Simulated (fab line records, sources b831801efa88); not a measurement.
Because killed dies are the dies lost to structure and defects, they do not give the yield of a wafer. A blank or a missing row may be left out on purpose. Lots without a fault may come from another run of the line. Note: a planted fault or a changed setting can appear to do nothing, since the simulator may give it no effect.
8D (eight disciplines) problem report, filled in by code / flow sky130 / the parts of the form that need people (team, actions taken, sign-off) are left out

== 1. PROBLEM STATEMENT ==
Wafers free of any fault read 43.1 nm (standard deviation 0.4) for SPACER_CVD_00_THK at SKY_SPACER_THK_MEAS_01, against a mean of 49.4 nm on 6 wafers of 2 lots. That is +16 standard deviations from the usual mean.
Earliest sighting: wafer L926.2 on film metro-03 at day 28 11:01. The record holds 30 wafers of 10 lots with a number at this step. The rule behind "out" and "out of limits": a value lying over 4 standard deviations away from the usual mean. The rest of the wafers with a number are treated as sound.

== 2. WHAT THIS IS AND IS NOT ==
question=which readings at this step; is=SPACER_CVD_00_THK; is not=-
question=which lots; is=L926, L927; is not=L911, L912, L913, L914, L915, L916, L917, L918
question=which wafers of those lots; is=all that have a number; is not=-
question=read on which gauges; is=film metro-03; is not=film metro-02, film metro-04
question=when; is=from day 28 11:01; is not=up to then (24 sound wafers)

== 3. WHAT RULES OUT EACH SUSPECT ==
Counting: any tool at a process step up to the reading is kept as a suspect provided that every lot that is out went through it and no sound lot did after the first of them.
- the gauge at SKY_SPACER_THK_MEAS_01 has been ruled out. All the wafers that are out were read on film metro-03, but those of them that SKY_SPACER_CVD_00 has rows for are out there too, on other tools.
- lpcvd-02 at SKY_SPACER_CVD_00 (deposits Si3N4 from DCS/NH3, target thk 43.1 nm, time 740 s): kept. It ran every lot that is out, first L926 (day 28 09:12), and no sound lot after that; its last sound lot up to then is L918 (day 25 14:19). Its own spike tc centre C, spike tc lower C, spike tc upper C, susceptor temp C readings are out on those wafers.
Remaining after the count: lpcvd-02 at SKY_SPACER_CVD_00.

== 4. THE CAUSE (what the simulator had put in) ==
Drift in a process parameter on lpcvd-02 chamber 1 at SKY_SPACER_CVD_00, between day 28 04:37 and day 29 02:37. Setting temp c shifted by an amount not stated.
The count eliminated every tool but this one.

== 5. SEQUENCE OF EFFECTS, ordered by route ==
Each row: a reading whose mean over the struck wafers that have a number lies more than 3 standard deviations from the usual. Readings are gone through only where the record gives a usual standard deviation; hours: the median, over the lots, of the time from a lot's start at the first step in this table giving one to that lot's start at this step; sigmas: the change measured in usual standard deviations.
hours=0; step=SKY_SPACER_CVD_00; reading=spike tc bottom C; usual=786.9 C; on struck wafers=793.0; change=+6.1; sigmas=+4.4
hours=0; step=SKY_SPACER_CVD_00; reading=spike tc centre C; usual=770.2 C; on struck wafers=777.3; change=+7.1; sigmas=+7.1
hours=0; step=SKY_SPACER_CVD_00; reading=spike tc lower C; usual=769.8 C; on struck wafers=776.8; change=+7.0; sigmas=+7.0
hours=0; step=SKY_SPACER_CVD_00; reading=spike tc top C; usual=781.3 C; on struck wafers=787.5; change=+6.2; sigmas=+3.7
hours=0; step=SKY_SPACER_CVD_00; reading=spike tc upper C; usual=769.3 C; on struck wafers=775.5; change=+6.2; sigmas=+5.7
hours=0; step=SKY_SPACER_CVD_00; reading=susceptor temp C; usual=770.0 C; on struck wafers=776.7; change=+6.7; sigmas=+19
hours=2; step=SKY_SPACER_THK_MEAS_01; reading=SPACER_CVD_00_THK; usual=43.1 nm; on struck wafers=49.4; change=+6.3; sigmas=+16
hours=2; step=SKY_SPACER_ETCHBACK_02; reading=oes product au; usual=0.855 a.u.; on struck wafers=0.927; change=+0.072; sigmas=+11
Process steps it contains:
- SKY_SPACER_CVD_00: deposits Si3N4 from DCS/NH3, target thk 43.1 nm, time 740 s.
- SKY_SPACER_ETCHBACK_02: etches Si3N4 in CH3F/O2, stops on SiO2, time 46.7 s, target depth 45 nm.
Later steps that measure or inspect, where all struck wafers having a row at the step show a number for every such reading and not one has moved that far: SKY_POLY_CUT_CD_MEAS_08, SKY_LI_CONTACT_BOW_MEAS_03, SKY_LI_CONTACT_RS_MEAS_22.

== 6. HOW IT WOULD HAVE BEEN CAUGHT EARLIER ==
The first out-of-limits reading at a measuring or inspecting step in this record came at day 28 11:01, 6 hours after the fault's start at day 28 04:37.
Tool's own readings at SKY_SPACER_CVD_00, spike tc centre C, spike tc lower C, spike tc upper C, susceptor temp C: out on all struck wafers the step has rows for; an alarm limit on them would have tripped on the first.
Of the lots that are out (2), L927 began SKY_SPACER_CVD_00 on lpcvd-02 after day 28 11:01. Putting the tool on hold at that point would have spared it.
